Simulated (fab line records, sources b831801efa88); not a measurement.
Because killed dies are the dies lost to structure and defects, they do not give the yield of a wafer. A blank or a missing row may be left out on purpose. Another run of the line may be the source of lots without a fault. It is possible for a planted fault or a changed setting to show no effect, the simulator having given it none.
Which tool did it? + flow sky130 + 11 lots with 33 wafers sampled at 6 steps, on a route of 708 steps

## WHAT EACH GAUGE READ, for each wafer
SKY_LI_CONTACT_CD_MEAS_12 targets a cd of 170 nm.
| lot  | measured     | on       | cdNm (nm)         |
|------|--------------|----------|-------------------|
| L399 | day 29 19:43 | cdSem-01 | 172.2 171.7 172.2 |
| L401 | day 30 03:59 | cdSem-01 | 171.0 168.8 170.5 |
| L405 | day 31 10:58 | cdSem-01 | 170.0 169.3 171.0 |
| L408 | day 32 23:52 | cdSem-01 | 169.1 170.5 169.2 |
| L409 | day 33 01:37 | cdSem-01 | 169.1 168.5 170.1 |
| L411 | day 33 14:28 | cdSem-01 | 165.9 165.3 165.3 |
| L417 | day 35 07:10 | cdSem-01 | 170.8 172.8 170.5 |
| L418 | day 35 18:19 | cdSem-01 | 168.7 169.7 167.8 |
| L419 | day 35 19:20 | cdSem-01 | 166.7 167.7 166.1 |
| L422 | day 36 23:34 | cdSem-01 | 171.2 171.1 171.0 |
| L421 | day 37 02:56 | cdSem-01 | 168.8 167.4 168.8 |

SKY_CONTACT_CD_MEAS_14 targets a cd of 170 nm.
| lot  | measured     | on       | cdNm (nm)         |
|------|--------------|----------|-------------------|
| L399 | day 32 06:45 | cdSem-02 | 171.1 171.1 169.9 |
| L401 | day 32 15:15 | cdSem-01 | 170.9 171.4 170.6 |
| L405 | day 33 20:19 | cdSem-01 | 169.6 170.2 170.0 |
| L408 | day 35 08:10 | cdSem-01 | 171.6 170.6 170.9 |
| L409 | day 35 10:08 | cdSem-01 | 169.6 170.7 171.7 |
| L411 | day 35 21:43 | cdSem-01 | 168.6 167.8 171.2 |
| L417 | day 37 14:08 | cdSem-02 | 170.6 170.7 170.7 |
| L418 | day 38 01:32 | cdSem-02 | 169.1 171.0 170.9 |
| L419 | day 38 02:14 | cdSem-02 | 171.4 171.4 171.9 |
| L422 | day 39 06:00 | cdSem-02 | 167.9 169.5 167.4 |
| L421 | day 39 09:11 | cdSem-01 | 169.1 169.9 168.6 |

SKY_CONTACT_RS_MEAS_25: the measuring method here is four-point-probe.
| lot  | measured     | on           | CONTACT_W_RS (ohm/sq) |
|------|--------------|--------------|-----------------------|
| L399 | day 32 07:51 | filmMetro-02 | 0.336 0.345 0.341     |
| L401 | day 32 16:22 | filmMetro-01 | 0.336 0.330 0.330     |
| L405 | day 33 21:23 | filmMetro-04 | 0.332 0.334 0.333     |
| L408 | day 35 09:14 | filmMetro-04 | 58.919 58.801 58.035  |
| L409 | day 35 11:14 | filmMetro-01 | 58.232 59.501 58.380  |
| L411 | day 35 22:47 | filmMetro-02 | 0.335 0.336 0.338     |
| L417 | day 37 15:11 | filmMetro-04 | 0.341 0.333 0.342     |
| L418 | day 38 02:35 | filmMetro-04 | 0.338 0.340 0.342     |
| L419 | day 38 03:17 | filmMetro-01 | 0.337 0.337 0.334     |
| L422 | day 39 07:03 | filmMetro-02 | 0.334 0.331 0.333     |
| L421 | day 39 10:15 | filmMetro-02 | 0.342 0.335 0.333     |

SKY_CONTACT_THK_MEAS_26: measures by xrf.
| lot  | measured     | on           | CONTACT_W_THK (nm) |
|------|--------------|--------------|--------------------|
| L399 | day 32 07:58 | filmMetro-02 | 345 336 339        |
| L401 | day 32 16:29 | filmMetro-01 | 348 351 352        |
| L405 | day 33 21:30 | filmMetro-04 | 348 343 344        |
| L408 | day 35 09:21 | filmMetro-04 | <0 <0 <0           |
| L409 | day 35 11:21 | filmMetro-01 | <0 <0 <0           |
| L411 | day 35 22:54 | filmMetro-02 | 340 339 337        |
| L417 | day 37 15:19 | filmMetro-04 | 338 347 338        |
| L418 | day 38 02:42 | filmMetro-04 | 338 336 334        |
| L419 | day 38 03:23 | filmMetro-01 | 353 349 355        |
| L422 | day 39 07:10 | filmMetro-02 | 343 348 342        |
| L421 | day 39 10:20 | filmMetro-02 | 334 341 343        |

## WHICH TOOL RAN EACH LOT (tool, then ch and the chambers of the sampled wafers, then the start)
| lot  | SKY_LOCAL_INTERCONNECT_ETCH_13   | SKY_CONTACT_CVD_24           |
|------|----------------------------------|------------------------------|
| L399 | rieMetal-01 ch 0,1, day 31 01:08 | cvdW-01 ch 0,1, day 32 07:44 |
| L401 | rieMetal-02 ch 0,1, day 31 09:50 | cvdW-02 ch 0,1, day 32 16:16 |
| L405 | rieMetal-01 ch 0,1, day 32 15:47 | cvdW-01 ch 0,1, day 33 21:16 |
| L408 | rieMetal-03 ch 0, day 34 04:14   | cvdW-01 ch 0,1, day 35 09:07 |
| L409 | rieMetal-03 ch 0, day 34 05:25   | cvdW-01 ch 0,1, day 35 11:07 |
| L411 | rieMetal-01 ch 0,1, day 34 18:17 | cvdW-02 ch 0,1, day 35 22:40 |
| L417 | rieMetal-03 ch 0,1, day 36 10:58 | cvdW-01 ch 0,1, day 37 15:05 |
| L418 | rieMetal-03 ch 0,1, day 36 22:07 | cvdW-01 ch 0,1, day 38 02:28 |
| L419 | rieMetal-02 ch 0,1, day 36 22:48 | cvdW-02 ch 0,1, day 38 03:09 |
| L422 | rieMetal-03 ch 0,1, day 38 03:26 | cvdW-02 ch 0,1, day 39 06:56 |
| L421 | rieMetal-03 ch 0,1, day 38 06:22 | cvdW-02 ch 0,1, day 39 10:07 |
- SKY_LOCAL_INTERCONNECT_ETCH_13: etches BARC in N2/H2, stops on SiO2, time 45.9 s, target depth 60 nm.
- SKY_CONTACT_CVD_24: deposits W, target thk 340 nm, time 102.12 s.

## WHAT THE TOOLS THEMSELVES READ (means of the sampled wafers that have a number; where no wafer has one, the mark that the record gives instead)
SKY_LOCAL_INTERCONNECT_ETCH_13.
| lot  | tool        | drypumpMotorCurrentA (A) | n2FlowSccm (sccm) | oesProductAu (a.u.) | throttleValvePct (%) |
|------|-------------|--------------------------|-------------------|---------------------|----------------------|
| L399 | rieMetal-01 | 5.0                      | 100.3             | 0.849               | 13.221               |
| L401 | rieMetal-02 | 6.0                      | 100.0             | 0.859               | 13.216               |
| L405 | rieMetal-01 | 5.1                      | 99.7              | 0.860               | 13.213               |
| L408 | rieMetal-03 | 6.1                      | 100.3             | 0.858               | 13.227               |
| L409 | rieMetal-03 | 6.1                      | 100.1             | 0.853               | 13.225               |
| L411 | rieMetal-01 | 5.1                      | 100.3             | 0.853               | 13.222               |
| L417 | rieMetal-03 | 5.9                      | 100.1             | 0.858               | 13.233               |
| L418 | rieMetal-03 | 5.8                      | 100.1             | 0.854               | 13.226               |
| L419 | rieMetal-02 | 5.5                      | 100.3             | 0.855               | 13.232               |
| L422 | rieMetal-03 | 5.9                      | 99.8              | 0.853               | 13.226               |
| L421 | rieMetal-03 | 5.8                      | 100.5             | 0.852               | 13.224               |

SKY_CONTACT_CVD_24.
| lot  | tool    | chamberPressureTorr (Torr) | heaterPowerOuterW (W) | heaterPowerW (W) |
|------|---------|----------------------------|-----------------------|------------------|
| L399 | cvdW-01 | 40.07                      | 562                   | 899              |
| L401 | cvdW-02 | 39.96                      | 547                   | 925              |
| L405 | cvdW-01 | 39.96                      | 580                   | 897              |
| L408 | cvdW-01 | -                          | -                     | -                |
| L409 | cvdW-01 | -                          | -                     | -                |
| L411 | cvdW-02 | 40.10                      | 569                   | 937              |
| L417 | cvdW-01 | 40.07                      | 566                   | 902              |
| L418 | cvdW-01 | 40.00                      | 563                   | 892              |
| L419 | cvdW-02 | 39.91                      | 574                   | 925              |
| L422 | cvdW-02 | 39.97                      | 544                   | 925              |
| L421 | cvdW-02 | 39.92                      | 568                   | 907              |

## THE ANSWER, worked out from the rows above alone
Rule: the usual values come from the lots themselves. The widest of any qualifying gaps counts: lots, ordered by their means at a reading, are off when they make up no more than a third of the lots, leave a main group of 4 or more, and stand apart from it by 3 or more times the standard deviation of that group's means. The tables above print the reading to a certain number of digits; a main group whose means all agree to those digits is not used. Also off: a lot with no number at a reading for which 4 or more lots have one. All remaining lots with rows at the step are treated as sound. The gauges are gone through in route order, then the tools' own readings, and for those a lot's mean is taken as printed above. The first step at which some lot is off is used, and at that step the reading that is off furthest; a lot without a number counts as furthest.
Off: L408, L409, seen at SKY_CONTACT_RS_MEAS_25 (CONTACT_W_RS). The main group has a mean of 0.336 ohm/sq with a standard deviation of 0.003.
If a tool, at a process step before that reading, ran all the lots that are off and no sound lot after the first of them, it fits. Not tried: the gauges at SKY_CONTACT_RS_MEAS_25; whatever is off there is also off at SKY_CONTACT_CVD_24, on other tools, and gauge error can't account for it. None of those tried fits.

## WHAT THE SIMULATOR HAD INSERTED
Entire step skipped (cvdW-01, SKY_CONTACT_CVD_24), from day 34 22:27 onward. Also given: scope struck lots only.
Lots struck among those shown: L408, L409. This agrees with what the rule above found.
